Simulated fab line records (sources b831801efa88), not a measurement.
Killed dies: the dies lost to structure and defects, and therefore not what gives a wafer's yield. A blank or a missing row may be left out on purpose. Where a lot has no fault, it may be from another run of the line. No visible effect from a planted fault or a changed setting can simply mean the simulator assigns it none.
2 desks, one fault ; flow sky130 ; numbers are kept per desk, each desk with only its own; the story behind them comes last

FROM THE METROLOGY DESK
Means of the sampled wafers that have a number, per lot and without regard to the tool the lot ran on: this is what the gauges read. Marked OUT: a lot whose mean sits more than 4 standard deviations from the usual mean, which makes it out of limits; the brackets give that distance.
Columns: A = CAPM_OVL at SKY_CAPM_OVL_MEAS_12, usual -0.6 nm; B = VIA3_BOW at SKY_VIA3_BOW_MEAS_03, usual 80 um
lot;first seen here;A;B
L770;day 37 14:04;0.1;75
L771;day 38 00:00;-1.1;84
L773;day 38 08:56;-2.8;83
L774;day 38 18:40;0.4;79
L775;day 38 22:50;-0.3;68
L777;day 39 10:38;1.5;80
L783;day 41 11:34;-0.9;88
L784;day 43 00:52;0.3;81
L785;day 43 04:31;1.2;77
L787;day 43 07:37;-0.3;75
L788;day 43 09:22;0.1;82
L790;day 43 10:55;-3.2;85
L791;day 43 14:28;1.8;76
This desk's finding: nothing out of limits on any of the 13 lots.

DESK OF THE TOOL OWNER: litho_track-03
The tool's own readings at SKY_PAD_OPEN_DEVELOP_06 (develop time 60 s): means of the sampled wafers that have a number, for each lot that ran on this tool. Marked OUT: a lot whose mean sits more than 4 standard deviations from the usual mean, which makes it out of limits; the brackets give that distance.
Columns: A = developer_temp_C at SKY_PAD_OPEN_DEVELOP_06, usual 22.99 C
lot;first seen here;A
L770;day 45 12:00;22.83
L771;day 45 23:00;22.88
L773;day 46 10:00;23.97 (+10) OUT
L774;day 46 14:00;23.96 (+10) OUT
L777;day 47 06:00;23.96 (+10) OUT
L788;day 50 03:00;22.99
L790;day 50 06:00;22.97
This desk's finding: out of limits on L773, L774, L777; first on L773, day 46 10:00 (developer_temp_C at SKY_PAD_OPEN_DEVELOP_06). L770, L771, L788, L790: within limits.

PUT TOGETHER
On L773, L774, L777, at day 46 10:00, an alarm was possible from the tool owner's desk.
Nothing out of limits was seen by the metrology desk.
The metrology desk has L773, L774, L777 on record, within its limits.
Every lot named ran SKY_PAD_OPEN_DEVELOP_06 on litho_track-03.

WHAT THE SIMULATOR PUT IN
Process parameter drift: litho_track-03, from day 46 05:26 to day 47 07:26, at SKY_PAD_OPEN_DEVELOP_06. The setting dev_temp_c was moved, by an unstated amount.
Lots struck among those shown: L773, L774, L777.
Each desk's first reading out of limits, in hours after the fault started: the tool owner's desk, 5.
